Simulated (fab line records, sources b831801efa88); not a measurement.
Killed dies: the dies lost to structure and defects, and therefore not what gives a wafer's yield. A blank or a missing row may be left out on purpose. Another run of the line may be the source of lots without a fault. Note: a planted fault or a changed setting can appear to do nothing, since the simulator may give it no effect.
What tool caused it? :: flow gf180mcu :: 13 lots, 39 wafers sampled, at 5 steps of a route of 602

== WHAT THE GAUGES SHOWED, per wafer ==
GF_STI_THK_MEAS_04. Usual: STI_CVD_03_THK gives 206.4 nm (standard deviation 2).
lot: L992
measured: day 1 13:34
on: filmMetro-04
STI_CVD_03_THK (nm): 208.4 206.4 208.0
flag: 

lot: L994
measured: day 2 00:10
on: filmMetro-02
STI_CVD_03_THK (nm): 204.8 204.9 203.9
flag: 

lot: L995
measured: day 2 05:22
on: filmMetro-04
STI_CVD_03_THK (nm): 205.2 203.5 204.7
flag: 

lot: L996
measured: day 2 10:26
on: filmMetro-02
STI_CVD_03_THK (nm): 208.0 209.2 206.9
flag: 

lot: L999
measured: day 3 01:34
on: filmMetro-04
STI_CVD_03_THK (nm): 202.0 203.9 204.6
flag: 

lot: L104
measured: day 4 01:48
on: filmMetro-02
STI_CVD_03_THK (nm): 205.4 205.9 206.4
flag: 

lot: L106
measured: day 4 12:14
on: filmMetro-03
STI_CVD_03_THK (nm): 203.8 206.2 204.4
flag: 

lot: L107
measured: day 4 16:34
on: filmMetro-02
STI_CVD_03_THK (nm): 206.7 206.7 205.6
flag: 

lot: L109
measured: day 5 02:34
on: filmMetro-03
STI_CVD_03_THK (nm): 208.8 209.9 209.9
flag: 

lot: L110
measured: day 5 07:34
on: filmMetro-04
STI_CVD_03_THK (nm): 208.9 206.8 209.1
flag: 

lot: L111
measured: day 5 13:34
on: filmMetro-04
STI_CVD_03_THK (nm): 202.5 205.6 203.6
flag: 

lot: L114
measured: day 6 03:34
on: filmMetro-02
STI_CVD_03_THK (nm): 205.9 206.3 206.8
flag: 

lot: L115
measured: day 6 11:05
on: filmMetro-02
STI_CVD_03_THK (nm): 209.0 207.3 204.9
flag: 

GF_DNWELL_TW_MEAS_09. Usual: DNWELL_TW gives 1354 (standard deviation 17).
lot: L992
measured: day 2 18:59
on: filmMetro-02
DNWELL_TW: 1349 1350 1347
flag: 

lot: L994
measured: day 3 04:50
on: filmMetro-01
DNWELL_TW: 1374 1375 1373
flag: 

lot: L995
measured: day 3 10:49
on: filmMetro-02
DNWELL_TW: 1340 1342 1344
flag: 

lot: L996
measured: day 3 16:33
on: filmMetro-02
DNWELL_TW: 1363 1353 1353
flag: 

lot: L999
measured: day 4 10:49
on: filmMetro-03
DNWELL_TW: 1332 1339 1340
flag: 

lot: L104
measured: day 5 09:15
on: filmMetro-03
DNWELL_TW: 1323 1320 1322
flag: 

lot: L106
measured: day 5 21:14
on: filmMetro-02
DNWELL_TW: 1357 1346 1367
flag: 

lot: L107
measured: day 6 01:28
on: filmMetro-01
DNWELL_TW: 1375 1379 1369
flag: 

lot: L109
measured: day 6 12:38
on: filmMetro-02
DNWELL_TW: 1349 1349 1346
flag: 

lot: L110
measured: day 6 17:49
on: filmMetro-02
DNWELL_TW: 1340 1345 1346
flag: 

lot: L111
measured: day 6 23:29
on: filmMetro-01
DNWELL_TW: 1375 1369 1380
flag: 

lot: L114
measured: day 7 14:56
on: filmMetro-02
DNWELL_TW: 1357 1348 1342
flag: 

lot: L115
measured: day 7 23:14
on: filmMetro-03
DNWELL_TW: 1338 1338 1340
flag: 

GF_HV_LDD_RS_MEAS_53: uses a four-point probe to measure. Usual: HV_LDD_RS gives 418.7 ohm/sq (standard deviation 0.79).
lot: L992
measured: day 12 10:01
on: filmMetro-01
HV_LDD_RS (ohm/sq): 419.3 419.1 419.4
flag: 

lot: L994
measured: day 12 22:49
on: filmMetro-01
HV_LDD_RS (ohm/sq): 412.2 413.3 413.4 413.3 413.1 414.0
flag: OFF

lot: L995
measured: day 13 12:19
on: filmMetro-01
HV_LDD_RS (ohm/sq): 412.1 412.2 412.3 413.2 412.3 412.9
flag: OFF

lot: L996
measured: day 13 20:36
on: filmMetro-01
HV_LDD_RS (ohm/sq): 412.2 412.7 412.8 412.5 411.8 412.8
flag: OFF

lot: L999
measured: day 15 02:21
on: filmMetro-01
HV_LDD_RS (ohm/sq): 419.7 419.6 419.4
flag: 

lot: L104
measured: day 16 09:57
on: filmMetro-01
HV_LDD_RS (ohm/sq): 419.6 419.2 418.1
flag: 

lot: L106
measured: day 17 00:13
on: filmMetro-04
HV_LDD_RS (ohm/sq): 418.1 417.8 419.5
flag: 

lot: L107
measured: day 17 11:58
on: filmMetro-03
HV_LDD_RS (ohm/sq): 417.9 418.2 416.5
flag: 

lot: L109
measured: day 17 21:09
on: filmMetro-01
HV_LDD_RS (ohm/sq): 420.3 419.2 419.1
flag: 

lot: L110
measured: day 18 07:34
on: filmMetro-04
HV_LDD_RS (ohm/sq): 419.1 418.7 419.0
flag: 

lot: L111
measured: day 18 19:47
on: filmMetro-03
HV_LDD_RS (ohm/sq): 418.2 419.7 418.8
flag: 

lot: L114
measured: day 19 16:01
on: filmMetro-03
HV_LDD_RS (ohm/sq): 417.5 418.7 418.9
flag: 

lot: L115
measured: day 20 04:34
on: filmMetro-04
HV_LDD_RS (ohm/sq): 419.8 420.4 418.9
flag: 

== WHAT TOOL EACH LOT RAN ON (gives the tool, then ch and the chambers of the sampled wafers, and finally the start) ==
lot: L992
GF_STI_ETCH_14: rieSi-02 ch 0,1,3, day 2 01:03
GF_HV_LDD_IMPLANT_36: implanter-03 ch 0, day 11 13:41

lot: L994
GF_STI_ETCH_14: rieSi-02 ch 0,1, day 2 12:19
GF_HV_LDD_IMPLANT_36: implanter-03 ch 0, day 12 03:19

lot: L995
GF_STI_ETCH_14: rieSi-02 ch 1,2,3, day 2 17:45
GF_HV_LDD_IMPLANT_36: implanter-03 ch 0, day 12 15:17

lot: L996
GF_STI_ETCH_14: rieSi-02 ch 1,2,3, day 2 22:27
GF_HV_LDD_IMPLANT_36: implanter-03 ch 0, day 12 23:44

lot: L999
GF_STI_ETCH_14: rieSi-01 ch 0,1,3, day 3 14:56
GF_HV_LDD_IMPLANT_36: implanter-02 ch 0, day 14 04:14

lot: L104
GF_STI_ETCH_14: rieSi-02 ch 0,1, day 4 15:04
GF_HV_LDD_IMPLANT_36: implanter-02 ch 0, day 15 11:20

lot: L106
GF_STI_ETCH_14: rieSi-02 ch 1,3, day 5 01:41
GF_HV_LDD_IMPLANT_36: implanter-04 ch 0, day 16 00:50

lot: L107
GF_STI_ETCH_14: rieSi-02 ch 1,3, day 5 06:54
GF_HV_LDD_IMPLANT_36: implanter-03 ch 0, day 16 13:17

lot: L109
GF_STI_ETCH_14: rieSi-02 ch 0,1,3, day 5 17:18
GF_HV_LDD_IMPLANT_36: implanter-03 ch 0, day 16 21:28

lot: L110
GF_STI_ETCH_14: rieSi-02 ch 1,2,3, day 5 21:45
GF_HV_LDD_IMPLANT_36: implanter-03 ch 0, day 17 07:17

lot: L111
GF_STI_ETCH_14: rieSi-01 ch 0,2,3, day 6 03:56
GF_HV_LDD_IMPLANT_36: implanter-03 ch 0, day 17 19:12

lot: L114
GF_STI_ETCH_14: rieSi-01 ch 1,2,3, day 6 18:38
GF_HV_LDD_IMPLANT_36: implanter-03 ch 0, day 18 14:49

lot: L115
GF_STI_ETCH_14: rieSi-02 ch 0,2, day 7 02:24
GF_HV_LDD_IMPLANT_36: implanter-04 ch 0, day 19 04:13
- GF_STI_ETCH_14: etches Si in HBr/Cl2/O2, target depth 360 nm, time 102.9 s.
- GF_HV_LDD_IMPLANT_36

== WHAT THE TOOLS THEMSELVES READ (means of the sampled wafers that have a number; where no wafer has one, the mark that the record gives instead) ==
GF_STI_ETCH_14. Usual: drypumpMotorCurrentA 5.6 A, standard deviation 0.42; oesProductAu 1.001 a.u., standard deviation 0.0099; throttleValvePct 25.658 %, standard deviation 0.011.
lot: L992
tool: rieSi-02
drypumpMotorCurrentA (A): 5.6
oesProductAu (a.u.): 0.993
throttleValvePct (%): 25.660
flag: 

lot: L994
tool: rieSi-02
drypumpMotorCurrentA (A): 5.5
oesProductAu (a.u.): 1.006
throttleValvePct (%): 25.661
flag: 

lot: L995
tool: rieSi-02
drypumpMotorCurrentA (A): 5.3
oesProductAu (a.u.): 1.002
throttleValvePct (%): 25.659
flag: 

lot: L996
tool: rieSi-02
drypumpMotorCurrentA (A): 5.3
oesProductAu (a.u.): 1.001
throttleValvePct (%): 25.658
flag: 

lot: L999
tool: rieSi-01
drypumpMotorCurrentA (A): 5.6
oesProductAu (a.u.): 1.001
throttleValvePct (%): 25.654
flag: 

lot: L104
tool: rieSi-02
drypumpMotorCurrentA (A): 5.5
oesProductAu (a.u.): 1.005
throttleValvePct (%): 25.657
flag: 

lot: L106
tool: rieSi-02
drypumpMotorCurrentA (A): 5.6
oesProductAu (a.u.): 1.004
throttleValvePct (%): 25.662
flag: 

lot: L107
tool: rieSi-02
drypumpMotorCurrentA (A): 5.6
oesProductAu (a.u.): 1.011
throttleValvePct (%): 25.650
flag: 

lot: L109
tool: rieSi-02
drypumpMotorCurrentA (A): 5.6
oesProductAu (a.u.): 1.004
throttleValvePct (%): 25.662
flag: 

lot: L110
tool: rieSi-02
drypumpMotorCurrentA (A): 5.3
oesProductAu (a.u.): 1.005
throttleValvePct (%): 25.657
flag: 

lot: L111
tool: rieSi-01
drypumpMotorCurrentA (A): 5.8
oesProductAu (a.u.): 0.996
throttleValvePct (%): 25.670
flag: 

lot: L114
tool: rieSi-01
drypumpMotorCurrentA (A): 5.7
oesProductAu (a.u.): 0.998
throttleValvePct (%): 25.658
flag: 

lot: L115
tool: rieSi-02
drypumpMotorCurrentA (A): 5.2
oesProductAu (a.u.): 1.005
throttleValvePct (%): 25.653
flag: 

GF_HV_LDD_IMPLANT_36. Usual: doseIonsCm2 7.501e+12, standard deviation 8e+09; faradayCurrentUA 42.2, standard deviation 0.91.
lot: L992
tool: implanter-03
doseIonsCm2: 7.494e+12
faradayCurrentUA: 42.1
flag: 

lot: L994
tool: implanter-03
doseIonsCm2: 9.952e+12
faradayCurrentUA: 55.8
flag: OFF

lot: L995
tool: implanter-03
doseIonsCm2: 9.956e+12
faradayCurrentUA: 56.7
flag: OFF

lot: L996
tool: implanter-03
doseIonsCm2: 9.956e+12
faradayCurrentUA: 56.6
flag: OFF

lot: L999
tool: implanter-02
doseIonsCm2: 7.503e+12
faradayCurrentUA: 41.6
flag: 

lot: L104
tool: implanter-02
doseIonsCm2: 7.499e+12
faradayCurrentUA: 42.4
flag: 

lot: L106
tool: implanter-04
doseIonsCm2: 7.494e+12
faradayCurrentUA: 41.8
flag: 

lot: L107
tool: implanter-03
doseIonsCm2: 7.503e+12
faradayCurrentUA: 43.0
flag: 

lot: L109
tool: implanter-03
doseIonsCm2: 7.491e+12
faradayCurrentUA: 42.6
flag: 

lot: L110
tool: implanter-03
doseIonsCm2: 7.503e+12
faradayCurrentUA: 42.1
flag: 

lot: L111
tool: implanter-03
doseIonsCm2: 7.501e+12
faradayCurrentUA: 40.9
flag: 

lot: L114
tool: implanter-03
doseIonsCm2: 7.502e+12
faradayCurrentUA: 42.5
flag: 

lot: L115
tool: implanter-04
doseIonsCm2: 7.499e+12
faradayCurrentUA: 41.8
flag: 

== THE ANSWER, worked out from the rows above alone ==
Rule: lot off if the mean of its wafers having a number is beyond 3 standard deviations from the usual mean. A lot without any number at a reading at which 4 lots or more have one is off too. All remaining lots with rows at the step are treated as sound. After the gauges, taken in route order, come the tools' own readings; for these a lot's mean is taken, as printed above. The first step at which some lot is off is used, and at that step the reading that is off furthest; a lot without a number counts as furthest.
Off: L994, L995, L996, seen at GF_HV_LDD_RS_MEAS_53 (HV_LDD_RS).
If a tool, at a process step before that reading, ran all the lots that are off and no sound lot after the first of them, it fits. Not tried: the gauges at GF_HV_LDD_RS_MEAS_53; whatever is off there is also off at GF_HV_LDD_IMPLANT_36, on other tools, and gauge error can't account for it. No candidate that was tried fits.

== WHAT THE SIMULATOR HAD PUT IN ==
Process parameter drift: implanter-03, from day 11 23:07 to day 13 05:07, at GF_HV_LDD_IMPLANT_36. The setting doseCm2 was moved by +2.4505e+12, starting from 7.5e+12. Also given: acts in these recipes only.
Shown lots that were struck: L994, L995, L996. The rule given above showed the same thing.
